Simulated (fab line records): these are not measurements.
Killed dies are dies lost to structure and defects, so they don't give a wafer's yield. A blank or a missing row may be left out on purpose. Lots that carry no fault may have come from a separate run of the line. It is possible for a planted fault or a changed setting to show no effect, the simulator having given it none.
A lot that was struck, set against a sound lot	flow sky130	34 out of 708 route steps
Sound: wafers L418.3, L418.4, L418.6. Wafers L424.3, L424.4, L424.6 were the ones struck. At the end, the cause is stated.
Each step with rows lists, per side, the tool, then ch with its chambers, then its first start. Under that, the readings that differ: sound wafers	struck wafers	difference of the means	sigmas: that difference in standard deviations of wafers without a fault.
alike: a reading whose means differ by less than 2 such deviations, as well as words and numbers matching on both sides. not compared: withheld readings; readings where some wafer has no value; bounds like >300 that might hide an equal value; numbers whose values overlap and for which the record gives no deviation.
The two part at a step that has a row with sigmas, a row that says differs or no value, or rows on one side only. Non-overlapping numbers with no deviation appear without sigmas and do not part them. A reading missing from all wafers of one side parts the sides only when that side holds two or more wafers.

first, 9 steps without rows for these wafers: SKY_VIA3_DEHYDRATE_04 (time 60 s); SKY_VIA3_HMDS_05 (prime time 60 s); SKY_VIA3_COAT_06 (resist thk 60 nm); SKY_VIA3_COAT_07 (resist thk 450 nm); SKY_VIA3_SOFTBAKE_08 (time 90 s); SKY_VIA3_EXPOSE_09 (exposes mask VIM3, target cd 200 nm); SKY_VIA3_PEB_10; SKY_VIA3_DEVELOP_11 (develop time 60 s); SKY_VIA3_ETCH_14 (etches BARC in N2/H2, stops on SiO2, time 45.9 s, target depth 60 nm).
SKY_VIA3_ETCH_15: etches SiO2 in C4F8/O2/Ar, stops on TiN, target depth 507 nm, time 78 s.
  sound on rieDiel-03 ch 0,1, day 39 17:37; struck on rieDiel-03 ch 1,3, day 43 11:35
  alike: oesProductAu
  not compared: rfHoursCounterH
then, 23 steps without rows for these wafers: SKY_VIA3_STRIP_16 (strips in O2/N2); SKY_VIA3_STRIP_17 (strips in post etch residue remover, time 1200 s); SKY_VIA3_CLEAN_18 (cleans in IPA, time 180 s); SKY_VIA3_CLEAN_19 (cleans in O3/DIW); SKY_VIA3_SPUTTER_20 (material TiN, target thk 20 nm, time 80 s); SKY_VIA3_CVD_21 (deposits W, target thk 390 nm, time 117.31 s); SKY_VIA3_CMP_24 (polishes, stops on SiO2, t overpolish 20 s, target thk 0 nm); SKY_METAL4_SPUTTER_00 (material Ti, target thk 15 nm, time 10 s); SKY_METAL4_SPUTTER_01 (material TiN, target thk 20 nm, time 16.7 s); SKY_METAL4_SPUTTER_02 (material AlCu, target thk 735 nm, time 39.1 s); SKY_METAL4_SPUTTER_03 (material Ti, target thk 5 nm, time 3.3 s); SKY_METAL4_SPUTTER_04 (material TiN, target thk 70 nm, time 58.3 s); SKY_CAP2M_CVD_00 (deposits SiO2, target thk 15.5 nm); SKY_CAP2M_SPUTTER_02 (material TiN, target thk 200 nm, time 166.7 s); SKY_CAP2M_DEHYDRATE_05 (time 60 s); SKY_CAP2M_HMDS_06 (prime time 60 s); SKY_CAP2M_COAT_07 (resist thk 1140 nm); SKY_CAP2M_SOFTBAKE_08 (time 60 s); SKY_CAP2M_EXPOSE_09 (exposes mask CAP2M, target cd 1000 nm); SKY_CAP2M_PEB_10; SKY_CAP2M_DEVELOP_11 (develop time 60 s); SKY_CAP2M_METAL_ETCH_13 (etches TiN in Cl2/BCl3, stops on SiO2, target depth 220 nm, time 62.9 s); SKY_CAP2M_STRIP_14 (strips in O2/N2).
-- the record jumps here: 5 days lie between the struck wafers' starts before and after (it left off in module CAP2M and takes up again in module PAD_OPEN, whose first step shown is number 708 of the route) --
SKY_PAD_OPEN_PROBE_99:
  sound: prober-01 at day 45 21:16; struck: prober-02 at day 48 22:36
reading	sound	struck	difference	sigmas
defectLimitedYield (%)	81.7 83.3 81.7	71.5 76.8 73.6	-8.3	-4
killed_at_M0_to_M3	52 39 41	94 68 92	+41	+6
killedDies	90 82 90	140 114 130	+41	+4
sort_bin_3_pad_short (%)	1.2 0.4 0	2.2 2.6 1.8	+1.7	+4
sort_bin_5_function (%)	9.3 10.6 10.6	17.3 15.4 17.1	+6.4	+4
sortNPass	402 410 402	352 378 362	-41	-4
sortYieldPct (%)	81.7 83.3 81.7	71.5 76.8 73.6	-8.3	-4
model.etest.tester.sortNPass	402 410 402	352 378 362	-41	
model.etest.tester.sortYieldPct (%)	81.71 83.33 81.71	71.54 76.83 73.58	-8.27	
model.etest.tester.sort_bin_5_pct (%)	9.35 10.57 10.57	17.28 15.45 17.07	+6.44	
model.etest.tester.sort_bin_3_pct (%)	1.22 0.4065 0	2.236 2.642 1.829	+1.694	
  alike: killed_at_M4_up, killedAtContacts, killedAtFrontEnd, killedAtOther, killedOpen, killedShort, sort_bin_6_memory

== WHERE THEY PART ==
SKY_PAD_OPEN_PROBE_99 only, going by this record.

WHY: what the simulator had put in
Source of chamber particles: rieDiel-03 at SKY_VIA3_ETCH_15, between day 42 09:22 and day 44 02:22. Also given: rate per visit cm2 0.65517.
